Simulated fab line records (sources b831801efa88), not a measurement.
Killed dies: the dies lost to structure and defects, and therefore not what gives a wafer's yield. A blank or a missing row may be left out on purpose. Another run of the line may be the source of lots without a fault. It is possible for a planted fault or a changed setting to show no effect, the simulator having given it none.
Which tool was responsible?    flow sky130    12 lots, 36 wafers sampled, at 4 steps of a route of 708

== WHAT EACH GAUGE READ, for each wafer ==
SKY_VT_ADJUST_NCORE_TW_MEAS_11. Usual: VT_ADJUST_NCORE_TW gives 217.7 (standard deviation 1.6).
lot   measured      on             VT_ADJUST_NCORE_TW  flag
L804  day 8 13:38   film_metro-03  216.7 217.4 216.2   
L806  day 9 06:42   film_metro-03  217.3 216.2 216.7   
L807  day 9 12:33   film_metro-03  217.7 215.7 216.5   
L808  day 9 17:44   film_metro-03  216.9 216.9 216.5   
L810  day 10 07:51  film_metro-03  215.8 215.5 216.0   
L812  day 10 23:05  film_metro-02  215.4 215.1 215.6   
L813  day 11 04:36  film_metro-03  217.4 218.9 217.7   
L819  day 12 21:05  film_metro-03  217.5 217.8 217.9   
L820  day 13 05:10  film_metro-02  227.9 228.3 227.4   OFF
L821  day 13 13:31  film_metro-01  231.1 231.3 231.1   OFF
L824  day 14 14:39  film_metro-01  220.9 221.0 220.6   
L826  day 15 03:53  film_metro-02  216.0 217.3 216.3   

SKY_GATE_OXIDE_TW_MEAS_14. Usual: GATE_OXIDE_TW gives 222.3 (standard deviation 1.8).
lot   measured      on             GATE_OXIDE_TW      flag
L804  day 13 19:08  film_metro-02  220.3 221.2 220.8  
L806  day 14 15:03  film_metro-04  223.5 224.0 224.1  
L807  day 14 22:46  film_metro-03  222.7 222.6 222.7  
L808  day 15 09:42  film_metro-04  221.5 222.8 222.6  
L810  day 16 00:01  film_metro-04  223.7 224.0 222.3  
L812  day 16 17:10  film_metro-03  222.2 222.1 222.5  
L813  day 17 04:13  film_metro-04  223.9 223.0 224.3  
L819  day 18 23:18  film_metro-03  222.5 223.5 222.9  
L820  day 19 04:43  film_metro-03  222.4 223.0 223.5  
L821  day 19 21:19  film_metro-04  225.0 225.5 224.3  
L824  day 20 22:10  film_metro-03  223.5 221.6 222.8  
L826  day 21 17:10  film_metro-02  220.6 220.1 219.3  

SKY_LI_CONTACT_THK_MEAS_23: measures by xrf. Usual: LI_CONTACT_W_THK gives 408 nm (standard deviation 6.6).
lot   measured      on             LI_CONTACT_W_THK (nm)  flag
L804  day 29 12:14  film_metro-02  408 401 403            
L806  day 29 23:35  film_metro-04  414 417 407            
L807  day 30 04:05  film_metro-02  410 403 406            
L808  day 30 23:10  film_metro-04  423 428 430            
L810  day 31 12:39  film_metro-04  423 425 414            
L812  day 31 22:24  film_metro-01  411 407 412            
L813  day 32 12:14  film_metro-02  401 400 401            
L819  day 34 00:25  film_metro-01  402 408 408            
L820  day 34 09:39  film_metro-01  410 409 406            
L821  day 35 20:59  film_metro-01  413 413 408            
L824  day 35 23:54  film_metro-02  413 406 409            
L826  day 36 21:11  film_metro-04  414 408 410            

== TOOL THAT RAN EACH LOT (tool first, then ch and the chambers of the sampled wafers, then the start) ==
lot   SKY_VT_ADJUST_NCORE_IMPLANT_09
L804  implanter-01 ch 0, day 8 13:25
L806  implanter-02 ch 0, day 9 06:29
L807  implanter-02 ch 0, day 9 12:18
L808  implanter-01 ch 0, day 9 17:29
L810  implanter-02 ch 0, day 10 07:36
L812  implanter-02 ch 0, day 10 22:50
L813  implanter-01 ch 0, day 11 04:21
L819  implanter-04 ch 0, day 12 20:50
L820  implanter-01 ch 0, day 13 04:57
L821  implanter-01 ch 0, day 13 13:16
L824  implanter-02 ch 0, day 14 14:24
L826  implanter-02 ch 0, day 15 03:40
- SKY_VT_ADJUST_NCORE_IMPLANT_09

== WHAT THE TOOLS THEMSELVES READ (means of the sampled wafers that have a number; where no wafer has one, the mark that the record gives instead) ==
SKY_VT_ADJUST_NCORE_IMPLANT_09. Usual: beam_energy_keV 10.000, standard deviation 0.003; dose_ions_cm2 2.4001e+12, standard deviation 2.6e+09; faraday_current_uA 13.55, standard deviation 0.27.
lot   tool          beam_energy_keV  dose_ions_cm2  faraday_current_uA  flag
L804  implanter-01  10.001           2.4022e+12     13.36               
L806  implanter-02  10.004           2.3982e+12     13.51               
L807  implanter-02  9.999            2.4015e+12     13.62               
L808  implanter-01  9.999            2.3995e+12     13.79               
L810  implanter-02  9.996            2.4010e+12     13.36               
L812  implanter-02  10.001           2.3995e+12     13.46               
L813  implanter-01  10.000           2.3983e+12     13.67               
L819  implanter-04  9.998            2.3998e+12     13.47               
L820  implanter-01  9.999            2.8441e+12     15.84               OFF
L821  implanter-01  10.001           2.8469e+12     16.05               OFF
L824  implanter-02  9.999            2.4050e+12     13.28               
L826  implanter-02  10.001           2.4029e+12     13.71               

== THE ANSWER, worked out from the rows above alone ==
Rule: take the mean of a lot's wafers that have a number; if it is more than 3 standard deviations from the usual mean, the lot is off. A lot without any number at a reading at which 4 lots or more have one is off too. The other lots that the step has rows for count as sound. The gauges are gone through in route order, then the tools' own readings, and for those a lot's mean is taken as printed above. At the first step where some lot is off, the reading lying furthest off is the one used; lots without a number count as furthest.
Off: L820, L821, seen at SKY_VT_ADJUST_NCORE_TW_MEAS_11 (VT_ADJUST_NCORE_TW).
If a tool, at a process step before that reading, ran all the lots that are off and no sound lot after the first of them, it fits. The gauges at SKY_VT_ADJUST_NCORE_TW_MEAS_11 aren't tried: what is off there is off at SKY_VT_ADJUST_NCORE_IMPLANT_09 too, on other tools, and a gauge's error can't cause that. One candidate fits, namely implanter-01 at SKY_VT_ADJUST_NCORE_IMPLANT_09. Its last sound lot is L813 (day 11 04:21), its first lot that is off L820 (day 13 04:57): a fault that began between those two fits.
The tool's own readings at SKY_VT_ADJUST_NCORE_IMPLANT_09 bear it out: on the lots that are off they differ by more than 5 times the standard deviation of the sound lots' means. dose_ions_cm2 reads 2.8455e+12 there against 2.4008e+12 on the sound lots; faraday_current_uA reads 15.95 there against 13.52 on the sound lots.

== WHAT THE SIMULATOR HAD INSERTED ==
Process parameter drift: implanter-01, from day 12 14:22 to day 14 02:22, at SKY_VT_ADJUST_NCORE_IMPLANT_09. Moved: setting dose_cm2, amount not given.
Shown lots that were struck: L820, L821. The same result came from the rule above.
